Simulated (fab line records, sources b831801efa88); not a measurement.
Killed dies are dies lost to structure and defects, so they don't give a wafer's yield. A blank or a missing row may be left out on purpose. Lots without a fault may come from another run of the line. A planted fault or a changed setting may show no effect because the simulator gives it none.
Which tool did it? | flow sfq_line | 13 lots, 39 wafers sampled, at 3 steps of a route of 325

WHAT THE GAUGES READ, wafer by wafer
SFQ_R5_RS_MEAS_933: measures by four-point-probe. Usual: R5_MONX_RS 7.05 ohm/sq, standard deviation 0.12.
lot  | measured     | on            | R5_MONX_RS (ohm/sq) | flag
L254 | day 48 02:30 | film_metro-01 | 6.91 6.98 6.95      |
L255 | day 48 12:49 | film_metro-02 | 6.80 7.11 7.08      |
L256 | day 48 21:49 | film_metro-01 | 7.13 7.14 7.12      |
L257 | day 49 06:56 | film_metro-03 | 7.23 6.97 7.00      |
L259 | day 50 19:02 | film_metro-02 | 7.08 7.20 7.07      |
L260 | day 51 05:41 | film_metro-01 | 6.95 6.97 6.98      |
L261 | day 51 16:04 | film_metro-03 | 7.20 7.07 7.00      |
L262 | day 51 22:03 | film_metro-03 | 7.25 7.04 7.15      |
L264 | day 52 14:43 | film_metro-03 | 7.11 7.08 7.03      |
L265 | day 52 18:44 | film_metro-03 | 7.08 7.33 7.31      |
L266 | day 52 23:42 | film_metro-03 | 6.92 6.92 7.75      |
L270 | day 54 00:41 | film_metro-01 | 7.08 6.97 6.91      |
L275 | day 55 03:51 | film_metro-02 | 7.02 7.04 7.11      |

SFQ_R5_THK_MEAS_934: measures by xrf. Usual: R5_MONX_THK 39.2 nm, standard deviation 0.69.
lot  | measured     | on            | R5_MONX_THK (nm) | flag
L254 | day 48 02:37 | film_metro-01 | 39.5 39.1 39.1   |
L255 | day 48 12:56 | film_metro-02 | 40.7 38.7 38.9   |
L256 | day 48 21:56 | film_metro-01 | 38.4 38.8 38.4   |
L257 | day 49 07:03 | film_metro-03 | 38.5 40.4 40.1   |
L259 | day 50 19:09 | film_metro-02 | 39.0 38.4 39.2   |
L260 | day 51 05:48 | film_metro-01 | 39.0 39.1 39.0   |
L261 | day 51 16:10 | film_metro-03 | 38.2 39.2 39.4   |
L262 | day 51 22:10 | film_metro-03 | 38.0 39.4 38.5   |
L264 | day 52 14:49 | film_metro-03 | 39.0 39.1 39.6   |
L265 | day 52 18:52 | film_metro-03 | 38.8 37.7 37.9   |
L266 | day 52 23:49 | film_metro-03 | 40.0 40.1 35.3   |
L270 | day 54 00:48 | film_metro-01 | 38.5 39.3 39.4   |
L275 | day 55 03:58 | film_metro-02 | 39.3 39.5 38.9   |

WHICH TOOL RAN EACH LOT (tool, then ch and the chambers of the sampled wafers, then the start)
lot  | SFQ_TRILAYER_R5_DEP_SPUTTER_133
L254 | pvd_sputter-05, day 48 02:25
L255 | pvd_sputter-03, day 48 12:44
L256 | pvd_sputter-04, day 48 21:44
L257 | pvd_sputter-03, day 49 06:51
L259 | pvd_sputter-03, day 50 18:58
L260 | pvd_sputter-05, day 51 05:36
L261 | pvd_sputter-03, day 51 15:58
L262 | pvd_sputter-03, day 51 21:58
L264 | pvd_sputter-03, day 52 14:36
L265 | pvd_sputter-03, day 52 18:40
L266 | pvd_sputter-03, day 52 23:36
L270 | pvd_sputter-05, day 54 00:36
L275 | pvd_sputter-04, day 55 03:47
- SFQ_TRILAYER_R5_DEP_SPUTTER_133: material MoNx, target thk 40 nm, time 66.7 s.

WHAT THE TOOLS THEMSELVES READ (means of the sampled wafers that have a number; where no wafer has one, the mark that the record gives instead)
SFQ_TRILAYER_R5_DEP_SPUTTER_133. Usual: chamber_pressure_pa 0.4001 Pa, standard deviation 0.00078; throttle_valve_pct 30.2 %, standard deviation 0.71.
lot  | tool           | chamber_pressure_pa (Pa) | throttle_valve_pct (%) | flag
L254 | pvd_sputter-05 | 0.3997                   | 30.1                   |
L255 | pvd_sputter-03 | 0.4001                   | 30.3                   |
L256 | pvd_sputter-04 | 0.3999                   | 30.1                   |
L257 | pvd_sputter-03 | 0.3997                   | 30.5                   |
L259 | pvd_sputter-03 | 0.4003                   | 29.6                   |
L260 | pvd_sputter-05 | 0.4000                   | 29.9                   |
L261 | pvd_sputter-03 | 0.4004                   | 30.0                   |
L262 | pvd_sputter-03 | 0.3993                   | 30.2                   |
L264 | pvd_sputter-03 | 0.4002                   | 30.7                   |
L265 | pvd_sputter-03 | 0.3999                   | 30.2                   |
L266 | pvd_sputter-03 | 0.4001                   | 31.0                   |
L270 | pvd_sputter-05 | 0.4005                   | 30.1                   |
L275 | pvd_sputter-04 | 0.3996                   | 29.4                   |

THE ANSWER, worked out from the rows above alone
Rule: a lot is off if the mean of its wafers that have a number lies more than 3 standard deviations from the usual mean. A lot without any number at a reading at which 4 lots or more have one is off too. The other lots that the step has rows for count as sound. The gauges are gone through in route order, then the tools' own readings, and for those a lot's mean is taken as printed above. The first step at which some lot is off is used, and at that step the reading that is off furthest; a lot without a number counts as furthest.
No lot is off at any reading shown: from this, nothing can be told.

WHAT THE SIMULATOR HAD PUT IN
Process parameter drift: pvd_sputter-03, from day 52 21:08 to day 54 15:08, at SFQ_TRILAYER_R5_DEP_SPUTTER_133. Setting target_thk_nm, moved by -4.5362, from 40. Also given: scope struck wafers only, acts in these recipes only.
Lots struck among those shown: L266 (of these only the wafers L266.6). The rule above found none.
